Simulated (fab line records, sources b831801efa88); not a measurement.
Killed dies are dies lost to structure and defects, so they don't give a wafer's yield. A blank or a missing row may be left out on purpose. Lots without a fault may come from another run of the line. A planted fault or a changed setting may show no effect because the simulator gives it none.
Which tool did it? | flow gf180mcu | 7 lots, 21 wafers sampled, at 2 steps of a route of 602

WHAT THE GAUGES READ, wafer by wafer
GF_HV_LDD_TW_MEAS_23.
lot  | measured     | on            | HV_LDD_2_TW
L294 | day 11 03:56 | film_metro-02 | 1054 1054 1053
L296 | day 11 19:08 | film_metro-04 | 1061 1060 1059
L300 | day 13 04:44 | film_metro-04 | 1057 1055 1049
L303 | day 14 03:57 | film_metro-01 | 1056 1066 1066
L306 | day 14 23:17 | film_metro-02 | 1054 1052 1054
L312 | day 17 01:50 | film_metro-04 | 1112 1106 1109
L316 | day 18 03:13 | film_metro-01 | 1060 1057 1066

WHICH TOOL RAN EACH LOT (tool, then ch and the chambers of the sampled wafers, then the start)
lot  | GF_HV_LDD_IMPLANT_21
L294 | implanter-01 ch 0, day 11 03:41
L296 | implanter-04 ch 0, day 11 18:53
L300 | implanter-02 ch 0, day 13 04:29
L303 | implanter-02 ch 0, day 14 03:44
L306 | implanter-02 ch 0, day 14 23:02
L312 | implanter-02 ch 0, day 17 01:35
L316 | implanter-04 ch 0, day 18 02:58
- GF_HV_LDD_IMPLANT_21

THE ANSWER, worked out from the rows above alone
Rule: what is usual is taken from the lots themselves. Put in order of their means at a reading, lots are off if they are a third of the lots or fewer, leave a main group of 4 or more, and stand apart from it by a gap of 3 or more times the standard deviation of the main group's means; of several such gaps the widest counts. A main group whose means are all the same, to the digits that the tables above print for the reading, isn't used. A lot without any number at a reading at which 4 lots or more have one is off too. The other lots that the step has rows for count as sound.
Off: L312, at GF_HV_LDD_TW_MEAS_23 (HV_LDD_2_TW). The main group: mean 1057, standard deviation 3.9.
A tool fits if, at a process step before that reading, it ran every lot that is off, and no sound lot after the first of them. The gauges at GF_HV_LDD_TW_MEAS_23 are tried like those tools. Can't be told from this: 2 tools fit, implanter-02 at GF_HV_LDD_IMPLANT_21, film_metro-04 at GF_HV_LDD_TW_MEAS_23.

WHAT THE SIMULATOR HAD PUT IN
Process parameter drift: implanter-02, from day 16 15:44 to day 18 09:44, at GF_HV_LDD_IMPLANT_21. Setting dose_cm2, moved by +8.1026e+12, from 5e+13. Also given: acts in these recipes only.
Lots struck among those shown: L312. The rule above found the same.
